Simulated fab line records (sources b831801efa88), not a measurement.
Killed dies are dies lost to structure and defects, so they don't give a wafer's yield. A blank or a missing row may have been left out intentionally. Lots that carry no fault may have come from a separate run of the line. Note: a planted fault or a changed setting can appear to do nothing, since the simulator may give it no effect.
Chamber matching || flow gf180mcu || GF_V4_CMP_26 on cmp-01: 4 sister chambers
The step polishes, stops on SiO2, t overpolish 15 s, target thk 0 nm. 22 wafers are shown with their chamber, then 11 later ones without.

WAFERS WITH THEIR CHAMBER
{"wafer": "L074.3", "chamber": 0, "motor-current-A (A)": 10.6, "overpolish-run-s (s)": 15.016, "time-to-endpoint-s (s)": 81}
{"wafer": "L074.5", "chamber": 3, "motor-current-A (A)": 9.6, "overpolish-run-s (s)": 15.002, "time-to-endpoint-s (s)": 80}
{"wafer": "L074.6", "chamber": 0, "motor-current-A (A)": 11.1, "overpolish-run-s (s)": 15.005, "time-to-endpoint-s (s)": 78}
{"wafer": "L075.2", "chamber": 2, "motor-current-A (A)": 11.7, "overpolish-run-s (s)": 14.979, "time-to-endpoint-s (s)": 81}
{"wafer": "L075.5", "chamber": 1, "motor-current-A (A)": 11.5, "overpolish-run-s (s)": 14.980, "time-to-endpoint-s (s)": 80}
{"wafer": "L075.6", "chamber": 0, "motor-current-A (A)": 11.7, "overpolish-run-s (s)": 14.990, "time-to-endpoint-s (s)": 77}
{"wafer": "L076.2", "chamber": 0, "motor-current-A (A)": 11.0, "overpolish-run-s (s)": 14.996, "time-to-endpoint-s (s)": 84}
{"wafer": "L076.3", "chamber": 2, "motor-current-A (A)": 11.6, "overpolish-run-s (s)": 14.988, "time-to-endpoint-s (s)": 80}
{"wafer": "L076.6", "chamber": 1, "motor-current-A (A)": 11.3, "overpolish-run-s (s)": 14.994, "time-to-endpoint-s (s)": 86}
{"wafer": "L080.1", "chamber": 2, "motor-current-A (A)": 12.6, "overpolish-run-s (s)": 15.000, "time-to-endpoint-s (s)": 86}
{"wafer": "L080.3", "chamber": 0, "motor-current-A (A)": 11.6, "overpolish-run-s (s)": 14.989, "time-to-endpoint-s (s)": 87}
{"wafer": "L080.4", "chamber": 3, "motor-current-A (A)": 10.0, "overpolish-run-s (s)": 14.988, "time-to-endpoint-s (s)": 84}
{"wafer": "L085.1", "chamber": 3, "motor-current-A (A)": 9.6, "overpolish-run-s (s)": 15.008, "time-to-endpoint-s (s)": 84}
{"wafer": "L085.3", "chamber": 0, "motor-current-A (A)": 11.4, "overpolish-run-s (s)": 15.005, "time-to-endpoint-s (s)": 85}
{"wafer": "L085.4", "chamber": 2, "motor-current-A (A)": 12.2, "overpolish-run-s (s)": 15.004, "time-to-endpoint-s (s)": 84}
{"wafer": "L084.1", "chamber": 3, "motor-current-A (A)": 10.1, "overpolish-run-s (s)": 14.992, "time-to-endpoint-s (s)": 81}
{"wafer": "L084.3", "chamber": 0, "motor-current-A (A)": 11.0, "overpolish-run-s (s)": 14.996, "time-to-endpoint-s (s)": 89}
{"wafer": "L084.5", "chamber": 2, "motor-current-A (A)": 12.2, "overpolish-run-s (s)": 14.985, "time-to-endpoint-s (s)": 84}
{"wafer": "L086.1", "chamber": 0, "motor-current-A (A)": 10.5, "overpolish-run-s (s)": 14.998, "time-to-endpoint-s (s)": 88}
{"wafer": "L086.4", "chamber": 1, "motor-current-A (A)": 12.3, "overpolish-run-s (s)": 14.984, "time-to-endpoint-s (s)": 88}
{"wafer": "L086.5", "chamber": 2, "motor-current-A (A)": 12.3, "overpolish-run-s (s)": 14.990, "time-to-endpoint-s (s)": 85}
{"wafer": "L087.1", "chamber": 3, "motor-current-A (A)": 9.7, "overpolish-run-s (s)": 14.999, "time-to-endpoint-s (s)": 81}

SIGNATURES (averages over the wafers above)
{"reading": "motor-current-A", "chamber 0": 11.113, "chamber 1": 11.700, "chamber 2": 12.100, "chamber 3": 9.800, "scatter within a chamber": 0.396}
{"reading": "overpolish-run-s", "chamber 0": 14.99938, "chamber 1": 14.98600, "chamber 2": 14.99100, "chamber 3": 14.99780, "scatter within a chamber": 0.00868}
{"reading": "time-to-endpoint-s", "chamber 0": 83.62, "chamber 1": 84.67, "chamber 2": 83.33, "chamber 3": 82.00, "scatter within a chamber": 3.5}
Rule: a wafer's distance from a chamber is the root of the sum, over the readings, of the square of ((its reading less the chamber's mean) divided by the reading's scatter). If the next closest chamber is less than 2 further off than the closest, the wafer can't be placed; otherwise it belongs to the closest. How the scatter is found: for the shown wafers, subtract from each reading the mean of its chamber, square and add these, divide the total by (wafers less chambers), then take the root.

WAFERS WITHOUT THEIR CHAMBER
{"wafer": "L087.3", "motor-current-A (A)": 11.0, "overpolish-run-s (s)": 15.004, "time-to-endpoint-s (s)": 85}
{"wafer": "L087.4", "motor-current-A (A)": 12.5, "overpolish-run-s (s)": 15.010, "time-to-endpoint-s (s)": 85}
{"wafer": "L088.3", "motor-current-A (A)": 11.4, "overpolish-run-s (s)": 14.997, "time-to-endpoint-s (s)": 88}
{"wafer": "L088.4", "motor-current-A (A)": 10.0, "overpolish-run-s (s)": 15.001, "time-to-endpoint-s (s)": 83}
{"wafer": "L088.6", "motor-current-A (A)": 12.0, "overpolish-run-s (s)": 14.992, "time-to-endpoint-s (s)": 85}
{"wafer": "L093.1", "motor-current-A (A)": 10.3, "overpolish-run-s (s)": 14.975, "time-to-endpoint-s (s)": 80}
{"wafer": "L093.2", "motor-current-A (A)": 11.9, "overpolish-run-s (s)": 15.002, "time-to-endpoint-s (s)": 79}
{"wafer": "L093.5", "motor-current-A (A)": 11.5, "overpolish-run-s (s)": 14.983, "time-to-endpoint-s (s)": 79}
{"wafer": "L096.1", "motor-current-A (A)": 12.1, "overpolish-run-s (s)": 15.010, "time-to-endpoint-s (s)": 92}
{"wafer": "L096.2", "motor-current-A (A)": 12.1, "overpolish-run-s (s)": 15.001, "time-to-endpoint-s (s)": 83}
{"wafer": "L096.6", "motor-current-A (A)": 9.6, "overpolish-run-s (s)": 15.017, "time-to-endpoint-s (s)": 84}

CHAMBER TAKEN BY EACH
{"wafer": "L087.3", "from the rows above": 0, "in truth": 0}
{"wafer": "L087.4", "from the rows above": "can't be placed: 2 or 1 or 0", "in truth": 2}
{"wafer": "L088.3", "from the rows above": "can't be placed: 0 or 1 or 2", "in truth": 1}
{"wafer": "L088.4", "from the rows above": 3, "in truth": 3}
{"wafer": "L088.6", "from the rows above": "can't be placed: 2 or 1 or 0", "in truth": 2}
{"wafer": "L093.1", "from the rows above": "can't be placed: 3 or 0 or 1", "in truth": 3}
{"wafer": "L093.2", "from the rows above": "can't be placed: 2 or 0 or 1", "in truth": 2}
{"wafer": "L093.5", "from the rows above": "can't be placed: 1 or 2 or 0", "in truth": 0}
{"wafer": "L096.1", "from the rows above": "can't be placed: 2 or 1 or 0", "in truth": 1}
{"wafer": "L096.2", "from the rows above": "can't be placed: 2 or 1 or 0", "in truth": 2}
{"wafer": "L096.6", "from the rows above": "can't be placed: 3 or 0", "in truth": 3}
2 of 11 placed correctly. Can't be placed from these rows: 9 (the true chamber is among the candidates in 9). Number placed wrongly: 0.
